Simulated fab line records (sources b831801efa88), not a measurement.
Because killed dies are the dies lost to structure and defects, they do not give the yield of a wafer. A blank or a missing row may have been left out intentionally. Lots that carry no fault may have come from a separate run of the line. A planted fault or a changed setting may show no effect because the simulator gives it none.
fab line records	flow sky130
[record] lots = 12	wafers = 36	last_day = 50
route steps=708 shown FIELD_ISO@17 DNWELL@43 NWELL@62 PAD_OPEN@708
lots that met no fault: taken from a fault-free run of the same line
start_h: the number of hours between the record's first day and the start of the first shown wafer of the lot	wait_h: hours since the lot's step before	" unchanged from the row above	L1.1+2: a single row standing in for several wafers	- no value, or no start given	* or withheld: withheld	< > ~ a bound
route shown NAME@n: NAME is a module with steps in the file, n the number in the route of the first one	usual: average and standard deviation across the fault-free wafers	same: alike in all rows	chamber/n: place in a boat	sites: the reading at each site	_std_site: standard deviation across them	_edge_site: mean of outer sites minus mean of inner sites	radius_mm: for every site, how far away it sits from the centre of the wafer	mask NAME#n: copy n	behind: tool/chamber where the wafer was last shaped	hold: what put the lot on hold/how long, in hours/how the hold closed	device: transistor that didn't switch, given as n, p or np	end of line: tests run on the same wafers once the route is complete	a step with no rows: only its recipe	killed: the dies lost at the first sort to structure and to defects; this is not the yield of the wafer	map: a wafer's dies, x killed, . not, _ none there
set.NAME: the setting as run; set.NAME@STEP: as run at that earlier step	model.NAME: the simulator's own value behind a step, which no gauge read
the route's steps for a sample of lots (tables are steps, rows are wafers)
services: when a tool's chamber went out of use (start_h, in hours from the record's first day, below 0 if earlier), for how many hours, and the reason
[[steps]]
[step SKY_FIELD_ISO_STRIP_16]
[recipe] chemistry = O2/N2	power_w = 1400	pressure_mtorr = 1500	platen_temp_c = withheld	o2_flow_sccm = 3000	n2_flow_sccm = 300	overash_fraction = 0.5
[usual] drypump_motor_current_A = 5.6/0.4	n2_flow_sccm = 300.0/0.91	o2_flow_sccm = 3001/9.2	oes_product_au = 0.378/0.0048	strip_time_to_endpoint_s = 3.54/0.049
lot.wafer	tool	chamber	start_h	wait_h	drypump_motor_current_A	n2_flow_sccm	o2_flow_sccm	oes_product_au	rf_hours_counter_h	strip_time_to_endpoint_s
L374.3	plasma_asher-01	0	33.78	0.1	5.9	299.0	2995	0.381	-	3.56
L374.5	"	0	"	"	5.9	300.8	2999	0.377	-	3.59
L374.6	"	1	"	"	5.5	298.9	3009	0.376	-	3.56
L377.1	plasma_asher-01	1	51.34	0.0	5.5	299.0	3000	0.379	25	3.56
L377.4	"	1	"	"	5.5	299.2	3002	0.380	-	3.56
L377.6	"	1	"	"	5.5	298.8	2998	0.369	-	3.52
L379.2	plasma_asher-04	1	62.13	0.0	5.2	300.6	3002	0.379	39	3.57
L379.3	"	0	"	"	6.2	300.0	2988	0.373	-	3.51
L379.4	"	1	"	"	5.2	302.1	3009	0.381	-	3.53
L380.3	plasma_asher-02	0	68.21	0.1	5.0	299.9	2992	0.372	-	3.51
L380.4	"	1	"	"	5.5	300.6	2992	0.381	-	3.56
L380.6	"	1	"	"	5.5	299.8	3004	0.374	-	3.48
L382.4	plasma_asher-01	0	76.28	0.1	5.9	301.9	2996	0.373	-	3.46
L382.5	"	0	"	"	5.9	301.7	2994	0.378	-	3.49
L382.6	"	1	"	"	5.5	300.1	3002	0.378	-	3.61
L386.1	plasma_asher-02	0	99.58	0.0	5.0	297.9	2998	0.382	39	3.54
L386.3	"	0	"	"	5.0	298.2	3013	0.377	-	3.56
L386.5	"	0	"	"	5.0	297.3	3004	0.378	-	3.51
L387.2	plasma_asher-04	1	104.49	0.0	5.2	301.9	3004	0.380	44	3.58
L387.3	"	0	"	"	6.2	297.7	2998	0.380	-	3.51
L387.5	"	1	"	"	5.2	299.9	3016	0.381	-	3.63
L389.1	plasma_asher-04	0	114.74	0.0	6.2	301.1	2990	0.366	45	3.45
L389.4	"	1	"	"	5.2	302.3	3016	0.373	-	3.58
L389.5	"	0	"	"	6.2	299.3	3000	0.377	-	3.55
L391.1	plasma_asher-02	1	122.79	0.0	5.5	301.0	2999	0.375	1	3.49
L391.4	"	0	"	"	5.0	300.8	3003	0.381	-	3.56
L391.6	"	1	"	"	5.5	300.3	3007	0.379	-	3.56
L392.2	plasma_asher-04	1	127.24	0.0	5.2	301.3	2989	0.379	46	3.49
L392.4	"	0	"	"	6.2	299.2	2988	0.370	-	3.57
L392.6	"	1	"	"	5.2	299.8	3001	0.373	-	3.61
L393.3	plasma_asher-02	1	134.36	0.1	5.5	300.2	3007	0.375	-	3.46
L393.4	"	0	"	"	5.0	299.7	2984	0.376	-	3.54
L393.5	"	1	"	"	5.5	299.9	2983	0.373	-	3.55
L396.1	plasma_asher-01	0	149.93	0.0	5.9	298.1	3008	0.369	34	3.49
L396.3	"	0	"	"	6.0	298.8	3020	0.378	-	3.59
L396.4	"	1	"	"	5.5	300.7	2999	0.382	-	3.58
[step SKY_FIELD_ISO_ETCH_17]
[recipe] target_depth_a = 3420	mask_material = Si3N4	chemistry = HBr/Cl2/O2	target = Si	taper_deg = 5	icp_w = 600	bias_w = 150	pressure_mtorr = 15	HBr_flow_sccm = 150	Cl2_flow_sccm = 40	O2_flow_sccm = 6	time_s = 97.7
[usual] drypump_motor_current_A = 5.4/0.41	oes_product_au = 0.994/0.01	throttle_valve_pct = 25.661/0.01
lot.wafer	tool	chamber	start_h	wait_h	drypump_motor_current_A	oes_product_au	rf_hours_counter_h	throttle_valve_pct
L374.3	rie_si-01	1	33.85	0.0	5.3	0.982	41	25.655
L374.5	"	3	"	"	5.7	1.015	-	25.647
L374.6	"	0	"	"	4.9	0.993	-	25.647
L377.1	rie_si-02	0	51.44	0.1	5.9	1.011	67	25.655
L377.4	"	3	"	"	5.0	0.995	-	25.647
L377.6	"	1	"	"	5.8	0.991	-	25.671
L379.2	rie_si-02	0	62.23	0.1	5.9	1.010	68	25.650
L379.3	"	2	"	"	4.9	0.991	0	25.663
L379.4	"	3	"	"	5.0	1.002	3	25.661
L380.3	rie_si-02	1	68.28	0.0	5.8	0.997	78	25.676
L380.4	"	0	"	"	5.9	1.012	68	25.643
L380.6	"	1	"	"	5.8	0.986	-	25.661
L382.4	rie_si-01	3	76.35	0.0	5.8	1.002	63	25.657
L382.5	"	1	"	"	5.3	0.988	-	25.671
L382.6	"	0	"	"	4.9	0.983	-	25.651
L386.1	rie_si-02	3	99.68	0.1	5.0	0.984	3	25.661
L386.3	"	2	"	"	4.9	0.990	0	25.665
L386.5	"	3	"	"	5.0	0.989	-	25.675
L387.2	rie_si-01	1	104.59	0.1	5.3	0.978	42	25.676
L387.3	"	2	"	"	5.3	1.013	17	25.654
L387.5	"	1	"	"	5.3	0.978	-	25.663
L389.1	rie_si-01	0	114.84	0.1	4.9	0.984	12	25.671
L389.4	"	1	"	"	5.3	0.988	42	25.661
L389.5	"	3	"	"	5.8	1.007	-	25.665
L391.1	rie_si-02	0	122.89	0.1	5.9	1.010	68	25.665
L391.4	"	1	"	"	5.8	0.987	79	25.666
L391.6	"	0	"	"	5.9	0.998	-	25.659
L392.2	rie_si-02	2	127.34	0.1	4.9	0.999	1	25.662
L392.4	"	3	"	"	5.0	1.010	3	25.643
L392.6	"	1	"	"	5.8	0.985	-	25.660
L393.3	rie_si-01	1	134.43	0.0	5.3	1.000	42	25.664
L393.4	"	2	"	"	5.2	1.005	18	25.649
L393.5	"	3	"	"	5.7	1.020	-	25.634
L396.1	rie_si-02	0	150.03	0.1	5.9	1.013	68	25.648
L396.3	"	2	"	"	4.9	0.993	1	25.655
L396.4	"	3	"	"	5.0	0.998	3	25.663
[step SKY_DNWELL_STRIP_08]
[recipe] chemistry = O2/N2	power_w = 1400	pressure_mtorr = 1500	platen_temp_c = withheld	o2_flow_sccm = 3000	n2_flow_sccm = 300	overash_fraction = 0.5
[usual] drypump_motor_current_A = 5.7/0.51	n2_flow_sccm = 300.2/0.83	o2_flow_sccm = 3000/10	oes_product_au = 0.722/0.0046	strip_time_to_endpoint_s = 36.90/0.093
lot.wafer	tool	chamber	start_h	wait_h	drypump_motor_current_A	n2_flow_sccm	o2_flow_sccm	oes_product_au	rf_hours_counter_h	strip_time_to_endpoint_s
L374.3	plasma_asher-02	0	57.04	0.1	5.0	300.1	2985	0.723	-	37.05
L374.5	"	0	"	"	5.1	300.1	2969	0.718	-	36.98
L374.6	"	1	"	"	5.5	300.0	3002	0.721	-	36.99
L377.1	plasma_asher-04	1	77.36	0.1	5.2	301.3	2981	0.732	41	37.01
L377.4	"	1	"	"	5.2	300.9	2994	0.727	-	36.90
L377.6	"	0	"	"	6.1	300.5	3001	0.732	-	37.01
L379.2	plasma_asher-03	0	86.36	0.1	5.8	298.2	3009	0.723	40	36.93
L379.3	"	1	"	"	6.5	301.0	2993	0.722	-	37.04
L379.4	"	0	"	"	5.8	300.3	2994	0.729	-	36.99
L380.3	plasma_asher-03	0	92.41	0.1	5.8	300.9	2997	0.714	-	36.80
L380.4	"	1	"	"	6.5	301.0	3005	0.728	-	36.91
L380.6	"	1	"	"	6.5	300.7	3007	0.721	-	36.84
L382.4	plasma_asher-03	1	102.11	0.1	6.5	300.8	3017	0.726	-	36.81
L382.5	"	0	"	"	5.8	300.0	3009	0.719	-	36.89
L382.6	"	1	"	"	6.5	300.2	3002	0.720	-	36.86
L386.1	plasma_asher-04	0	124.03	0.1	6.2	300.5	2986	0.717	46	36.70
L386.3	"	1	"	"	5.2	300.4	3005	0.734	-	36.72
L386.5	"	1	"	"	5.2	301.1	3013	0.719	-	36.74
L387.2	plasma_asher-02	0	129.08	0.1	5.0	299.2	2982	0.723	1	36.91
L387.3	"	0	"	"	5.0	300.0	2998	0.720	-	36.96
L387.5	"	1	"	"	5.5	299.8	3008	0.719	-	37.01
L389.1	plasma_asher-04	0	138.83	0.1	6.2	299.6	3014	0.721	47	36.90
L389.4	"	1	"	"	5.2	301.7	2984	0.719	-	36.89
L389.5	"	0	"	"	6.2	299.6	3014	0.716	-	36.80
L391.1	plasma_asher-04	0	154.16	0.1	6.2	300.1	2994	0.720	49	36.88
L391.4	"	0	"	"	6.2	299.0	3013	0.726	-	36.85
L391.6	"	1	"	"	5.2	301.1	3005	0.726	-	36.81
L392.2	plasma_asher-04	1	157.96	0.1	5.2	298.9	3004	0.725	49	36.85
L392.4	"	1	"	"	5.2	299.0	3005	0.720	-	36.98
L392.6	"	1	"	"	5.2	299.2	3008	0.731	-	36.91
L393.3	plasma_asher-03	1	162.69	0.1	6.4	300.5	2995	0.718	-	36.81
L393.4	"	0	"	"	5.8	300.1	2983	0.716	-	36.79
L393.5	"	1	"	"	6.4	299.5	3018	0.719	-	36.72
L396.1	plasma_asher-04	0	179.23	0.1	6.1	299.5	3007	0.723	51	36.99
L396.3	"	0	"	"	6.2	299.7	3006	0.725	-	37.02
L396.4	"	1	"	"	5.2	299.3	3007	0.720	-	37.09
[step SKY_NWELL_DEVELOP_09]
[recipe] wall_angle_deg = 90	developer = TMAH	develop_time_s = 60	dev_temp_c = 23
lot.wafer	tool	chamber	start_h	wait_h
L374.3+5+6	litho_track-01	0	90	-
L377.1+4+6	litho_track-01	0	112	-
L379.2+3+4	litho_track-01	0	122	-
L380.3+4+6	litho_track-01	0	128	-
L382.4+5+6	litho_track-04	0	139	-
L386.1+3+5	litho_track-04	0	163	-
L387.2+3+5	litho_track-02	0	168	-
L389.1+4+5	litho_track-02	0	179	-
L391.1+4+6	litho_track-02	0	195	-
L392.2+4+6	litho_track-01	0	199	-
L393.3+4+5	litho_track-01	0	204	-
L396.1+3+4	litho_track-01	0	222	-
[step SKY_NWELL_OVL_MEAS_10]
[usual] NWELL_00_OVL = -0.3/1.4
lot.wafer	tool	chamber	start_h	wait_h	NWELL_00_OVL[nm]
L374.3	overlay-02	-	90.88	-	2.5
L374.5	"	-	"	"	-2.0
L374.6	"	-	"	"	-0.5
L377.1	overlay-02	-	112.47	-	1.0
L377.4	"	-	"	"	0.3
L377.6	"	-	"	"	0.3
L379.2	overlay-01	-	122.92	-	-
L379.3	"	-	"	"	-
L379.4	"	-	"	"	-
L380.3	overlay-01	-	128.58	-	-
L380.4	"	-	"	"	-
L380.6	"	-	"	"	-
L382.4	overlay-02	-	139.63	-	0.7
L382.5	"	-	"	"	0.2
L382.6	"	-	"	"	0.1
L386.1	overlay-01	-	163.51	-	-2.1
L386.3	"	-	"	"	-0.8
L386.5	"	-	"	"	-2.2
L387.2	overlay-02	-	169.08	-	-1.0
L387.3	"	-	"	"	0.2
L387.5	"	-	"	"	-1.9
L389.1	overlay-01	-	179.43	-	-0.8
L389.4	"	-	"	"	-0.4
L389.5	"	-	"	"	-0.7
L391.1	overlay-02	-	195.28	-	-4.0
L391.4	"	-	"	"	-1.8
L391.6	"	-	"	"	-2.0
L392.2	overlay-02	-	200.12	-	1.5
L392.4	"	-	"	"	0.4
L392.6	"	-	"	"	2.2
L393.3	overlay-01	-	204.63	-	-0.3
L393.4	"	-	"	"	-0.8
L393.5	"	-	"	"	0.4
L396.1	overlay-01	-	223.02	-	-0.2
L396.3	"	-	"	"	-1.3
L396.4	"	-	"	"	-2.1
[step SKY_PAD_OPEN_PROBE_99]
[usual] killed_at_M0_to_M3 = 43/7.5	killed_at_M4_up = 2.8/1.8	killed_at_contacts = 24/5.3	killed_at_front_end = 14/4.2	killed_at_other = 0.3/0.54	killed_dies = 84/9.4	killed_on_rim = 16/3.3	killed_open = 46/7.1	killed_short = 38/6.6
[same] gross_dies = 492	killed_at_back_side = 0
lot.wafer	tool	chamber	start_h	wait_h	killed_at_M0_to_M3	killed_at_M4_up	killed_at_contacts	killed_at_front_end	killed_at_other	killed_dies	killed_on_rim	killed_open	killed_short
L380.3	prober-01	-	1122.06	0.2	53	2	23	414	0	492	96	58	32
L380.4	prober-01	-	1122.11	0.2	58	1	21	412	0	492	96	37	48
L380.6	prober-01	-	1122.21	0.2	42	0	22	427	1	492	96	46	36
L386.1	prober-01	-	1153.84	0.1	43	2	17	19	0	81	16	46	35
L386.3	prober-01	-	1153.94	0.2	44	2	16	26	0	88	15	43	45
L386.5	prober-01	-	1154.04	0.2	51	3	16	13	0	83	16	50	33
// killed by level:class
L380.3 NWELL:area_develop=402 VIA1:geometric_particle:open=16 LI_CONTACT:geometric_particle:open=8 VIA2:geometric_particle:open=8 POLY_GATE:geometric_particle:open=6 CONTACT:geometric_particle:open=6 CONTACT:geometric_particle:short=5 METAL2:geometric_particle:short=5
L380.4 NWELL:area_develop=407 METAL1:geometric_particle:short=18 VIA1:geometric_particle:open=15 LI_CONTACT:geometric_particle:short=5 CONTACT:geometric_particle:open=5 VIA3:geometric_particle:open=5 LI_CONTACT:geometric_particle:open=4 CONTACT:geometric_particle:short=4
L380.6 NWELL:area_develop=410 VIA1:geometric_particle:open=15 CONTACT:geometric_particle:open=9 METAL1:geometric_particle:short=9 LI_CONTACT:geometric_particle:open=7 POLY_GATE:geometric_particle:open=4 FIELD_ISO:geometric_particle:short=4 POLY_GATE:geometric_particle:short=4
L386.1 VIA2:geometric_particle:open=10 CONTACT:geometric_particle:open=7 VIA1:geometric_particle:open=7 METAL2:geometric_particle:short=7 FIELD_ISO:geometric_particle:open=6 FIELD_ISO:geometric_particle:short=4 POLY_GATE:geometric_particle:open=4 LI_CONTACT:geometric_particle:open=4
L386.3 CONTACT:geometric_particle:open=11 VIA1:geometric_particle:open=9 FIELD_ISO:geometric_particle:short=7 METAL2:geometric_particle:short=7 VIA2:geometric_particle:open=6 POLY_GATE:geometric_particle:open=5 VIA3:geometric_particle:short=5 SPACER:geometric_particle:short=4
L386.5 VIA2:geometric_particle:open=12 VIA1:geometric_particle:open=9 METAL2:geometric_particle:short=8 VIA3:geometric_particle:open=7 LI_CONTACT:geometric_particle:open=6 POLY_GATE:geometric_particle:open=5 FIELD_ISO:geometric_particle:open=4 CONTACT:geometric_particle:short=4
[[services]]
tool	chamber	start_h	hours	kind
plasma_asher-01	-	17.51	1.0	repair
rie_si-02	2	29.14	-	clean
rie_si-02	2	29.14	-	consumable_replace:esc
rie_si-02	2	29.14	24.0	scheduled_down
rie_si-02	2	29.14	24.0	vent_cycle
plasma_asher-04	-	43.65	0.7	repair
plasma_asher-01	-	63.79	1.7	repair
plasma_asher-04	-	65.53	1.0	repair
rie_si-01	-	96.06	0.2	repair
rie_si-02	1	97.92	4.5	repair
plasma_asher-03	-	102.92	1.3	repair
plasma_asher-02	-	108.75	9.0	pm
plasma_asher-02	0	108.75	9.0	vent_cycle
plasma_asher-02	1	108.75	9.0	vent_cycle
plasma_asher-02	0	117.75	-	clean
plasma_asher-02	1	117.75	-	clean
litho_track-01	-	132.96	-	consumable_replace:filter
plasma_asher-03	-	155.75	0.5	repair
rie_si-02	-	160.08	1.5	repair
[[key]]
[first_sign] step = SKY_NWELL_OVL_MEAS_10	reading = NWELL_00_OVL	direction = missing
[effect] step = SKY_PAD_OPEN_PROBE_99	reading = killed_at_front_end	direction = up	sigmas = 96	usual = 14	struck = 418
[more_kills_born_at] SKY_NWELL_DEVELOP_09@litho_track-01 = 1219
met_at SKY_NWELL_DEVELOP_09
struck_lots L379,L380
rows_end L379.2,L379.3,L379.4
tester_left_out L380
not_acting_at SKY_FIELD_ISO_STRIP_16,SKY_FIELD_ISO_ETCH_17,SKY_DNWELL_STRIP_08
onset_between 112 122
[fault] kind = process_parameter_drift	tool = litho_track-01	chamber = -	onset_h = 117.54	steps = SKY_NWELL_DEVELOP_09	channel = develop_time_s	offset = *	shape = step	end_h = 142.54	acts_in = *	stated = *
// tester_left_out: of these lots the tester's yield and bins aren't shown, on N5 and GAA mostly nor the transistor test; their killed dies are dies lost to structure and defects alone, not to doping, threshold or leakage, so they don't give the yield
// rows_end: these wafers met a further fault down the route, and their rows from its step on are left out
